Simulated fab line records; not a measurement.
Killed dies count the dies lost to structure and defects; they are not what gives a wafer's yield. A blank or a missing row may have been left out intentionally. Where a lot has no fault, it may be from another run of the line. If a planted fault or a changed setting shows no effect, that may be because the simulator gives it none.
What tool caused it? | flow gf180mcu | Sampling: 12 lots, 36 wafers, 6 of 602 route steps

## WHAT EACH GAUGE READ, for each wafer
GF_NWELL_OVL_MEAS_07.
lot  | measured    | on         | NWELL_OVL (nm)
L671 | day 3 13:44 | overlay-02 | 1.1 -0.7 -0.2
L672 | day 3 21:38 | overlay-01 | 0.7 -0.3 -2.1
L674 | day 4 07:15 | overlay-01 | 0.1 -0.2 0.3
L675 | day 4 10:02 | overlay-01 | 0.5 1.4 -0.8
L681 | day 5 19:53 | overlay-02 | 1.5 2.1 1.6
L685 | day 6 19:18 | overlay-02 | -0.8 -0.3 -0.7
L686 | day 7 00:56 | overlay-02 | 0.2 0.0 1.3
L687 | day 7 05:05 | overlay-01 | -2.3 -2.3 -1.6
L690 | day 7 22:24 | overlay-02 | 1.5 0.6 -0.5
L691 | day 8 03:03 | overlay-02 | 1.6 1.2 2.3
L692 | day 8 10:54 | overlay-02 | 1.3 0.5 -1.9
L693 | day 8 14:02 | overlay-02 | -0.6 -1.6 2.0

GF_LVPWELL_OVL_MEAS_07.
lot  | measured    | on         | LVPWELL_OVL (nm)
L671 | day 4 03:17 | overlay-01 | -0.6 0.0 -0.8
L672 | day 4 12:08 | overlay-01 | -0.3 -1.2 -1.0
L674 | day 4 21:21 | overlay-02 | 0.5 -0.9 0.1
L675 | day 5 00:08 | overlay-02 | -2.9 -0.6 -0.6
L681 | day 6 11:40 | overlay-02 | -1.3 -2.6 -3.0
L685 | day 7 10:42 | overlay-01 | 0.0 -0.4 -1.4
L686 | day 7 16:57 | overlay-02 | 0.3 0.9 -0.3
L687 | day 7 21:08 | overlay-02 | 0.1 -0.9 -0.7
L690 | day 8 16:05 | overlay-02 | 1.1 0.0 -2.1
L691 | day 8 20:35 | overlay-02 | -0.5 -1.5 -0.7
L692 | day 9 04:27 | overlay-02 | -0.4 -2.1 -2.1
L693 | day 9 08:05 | overlay-01 | -0.2 0.0 1.8

GF_HV_LDD_CD_MEAS_19: target cd 400 nm.
lot  | measured     | on        | cd_nm (nm)
L671 | day 11 05:01 | cd_sem-01 | 403.8 403.4 405.1
L672 | day 11 16:58 | cd_sem-01 | 400.1 400.7 401.5
L674 | day 12 06:27 | cd_sem-01 | 400.7 398.3 403.7
L675 | day 12 12:13 | cd_sem-01 | 396.6 396.9 398.2
L681 | day 14 10:34 | cd_sem-02 | - - -
L685 | day 15 21:00 | cd_sem-02 | 402.2 399.8 400.3
L686 | day 16 12:14 | cd_sem-01 | 399.8 401.0 397.7
L687 | day 16 12:08 | cd_sem-02 | 399.9 401.5 400.5
L690 | day 17 17:31 | cd_sem-01 | 399.3 401.1 398.4
L691 | day 17 17:43 | cd_sem-01 | 397.5 397.3 397.0
L692 | day 18 05:14 | cd_sem-01 | 402.8 403.1 401.8
L693 | day 18 15:02 | cd_sem-01 | 399.1 398.2 398.0

GF_HV_LDD_TW_MEAS_23.
lot  | measured     | on            | HV_LDD_2_TW
L671 | day 11 05:25 | film_metro-01 | 1045 1050 1048
L672 | day 11 17:22 | film_metro-01 | 1043 1049 1047
L674 | day 12 06:50 | film_metro-04 | 1062 1061 1064
L675 | day 12 12:37 | film_metro-02 | 1053 1051 1056
L681 | day 14 10:57 | film_metro-02 | 30 30 30 30 30 30
L685 | day 15 21:23 | film_metro-02 | 1047 1054 1047
L686 | day 16 12:37 | film_metro-02 | 1055 1053 1049
L687 | day 16 12:32 | film_metro-04 | 1058 1062 1064
L690 | day 17 17:54 | film_metro-04 | 1060 1058 1055
L691 | day 17 18:07 | film_metro-02 | 1051 1050 1055
L692 | day 18 05:37 | film_metro-04 | 1061 1051 1061
L693 | day 18 15:26 | film_metro-02 | 1053 1056 1052

GF_HV_LDD_THK_MEAS_55.
lot  | measured     | on            | HV_LDD_CVD_54_THK (nm)
L671 | day 12 23:25 | film_metro-02 | 10.14 10.11 10.11
L672 | day 13 11:31 | film_metro-01 | 9.82 9.94 10.03
L674 | day 14 00:40 | film_metro-02 | 9.93 10.06 10.01
L675 | day 14 06:55 | film_metro-01 | 9.86 9.74 9.91
L685 | day 17 20:59 | film_metro-04 | 9.68 9.65 9.63
L686 | day 18 13:17 | film_metro-01 | 9.75 9.88 9.89
L687 | day 18 13:14 | film_metro-02 | 9.79 9.84 9.86
L690 | day 19 21:38 | film_metro-01 | 9.76 9.77 9.58
L691 | day 19 21:19 | film_metro-01 | 10.15 10.09 10.05
L692 | day 20 08:51 | film_metro-01 | 9.83 9.93 9.92
L693 | day 20 19:37 | film_metro-01 | 10.02 10.25 10.23

## WHICH TOOL RAN EACH LOT (tool, then ch and the chambers of the sampled wafers, then the start)
lot  | GF_HV_LDD_EXPOSE_16
L671 | iline_stepper-01 ch 0, day 10 20:04
L672 | iline_stepper-02 ch 0, day 11 07:50
L674 | iline_stepper-01 ch 0, day 11 20:51
L675 | iline_stepper-02 ch 0, day 12 02:43
L681 | iline_stepper-02 ch 0, day 14 00:42
L685 | iline_stepper-02 ch 0, day 15 10:04
L686 | iline_stepper-01 ch 0, day 16 00:57
L687 | iline_stepper-02 ch 0, day 16 00:41
L690 | iline_stepper-02 ch 0, day 17 05:52
L691 | iline_stepper-02 ch 0, day 17 06:01
L692 | iline_stepper-02 ch 0, day 17 17:21
L693 | iline_stepper-02 ch 0, day 18 03:17
- GF_HV_LDD_EXPOSE_16: exposes mask Pplus LV AREA, target cd 400 nm.

## AS READ BY THE TOOLS THEMSELVES (means over the sampled wafers that have a number; for cases with no such wafer, the mark the record gives instead)
GF_HV_LDD_EXPOSE_16.
lot  | tool             | exposure_dose_mJ_cm2
L671 | iline_stepper-01 | 139.99
L672 | iline_stepper-02 | 140.14
L674 | iline_stepper-01 | 140.09
L675 | iline_stepper-02 | 139.99
L681 | iline_stepper-02 | 139.96
L685 | iline_stepper-02 | 140.08
L686 | iline_stepper-01 | 139.87
L687 | iline_stepper-02 | 140.15
L690 | iline_stepper-02 | 140.02
L691 | iline_stepper-02 | 139.86
L692 | iline_stepper-02 | 140.06
L693 | iline_stepper-02 | 140.05

## THE ANSWER, worked out from the rows above alone
Rule: the lots themselves supply what counts as usual. The widest of any qualifying gaps counts: lots, ordered by their means at a reading, are off when they make up no more than a third of the lots, leave a main group of 4 or more, and stand apart from it by 3 or more times the standard deviation of that group's means. The tables above print the reading to a certain number of digits; a main group whose means all agree to those digits is not used. A lot without any number at a reading at which 4 lots or more have one is off too. Any other lot the step has rows for is counted as sound. First the gauges in route order, then the tools' own readings, where a lot's mean is used as printed above. The first step at which some lot is off is used, and at that step the reading that is off furthest; a lot without a number counts as furthest.
Off: L681, at GF_HV_LDD_CD_MEAS_19 (cd_nm). Without a number there: L681. The main group has a mean of 400.2 nm with a standard deviation of 2.
If a tool, at a process step before that reading, ran all the lots that are off and no sound lot after the first of them, it fits. The gauges at GF_HV_LDD_CD_MEAS_19 aren't tried: what is off there is off at GF_HV_LDD_TW_MEAS_23 too, on other tools, and a gauge's error can't cause that. Not one of the candidates tried fits.

## WHAT THE SIMULATOR PUT IN
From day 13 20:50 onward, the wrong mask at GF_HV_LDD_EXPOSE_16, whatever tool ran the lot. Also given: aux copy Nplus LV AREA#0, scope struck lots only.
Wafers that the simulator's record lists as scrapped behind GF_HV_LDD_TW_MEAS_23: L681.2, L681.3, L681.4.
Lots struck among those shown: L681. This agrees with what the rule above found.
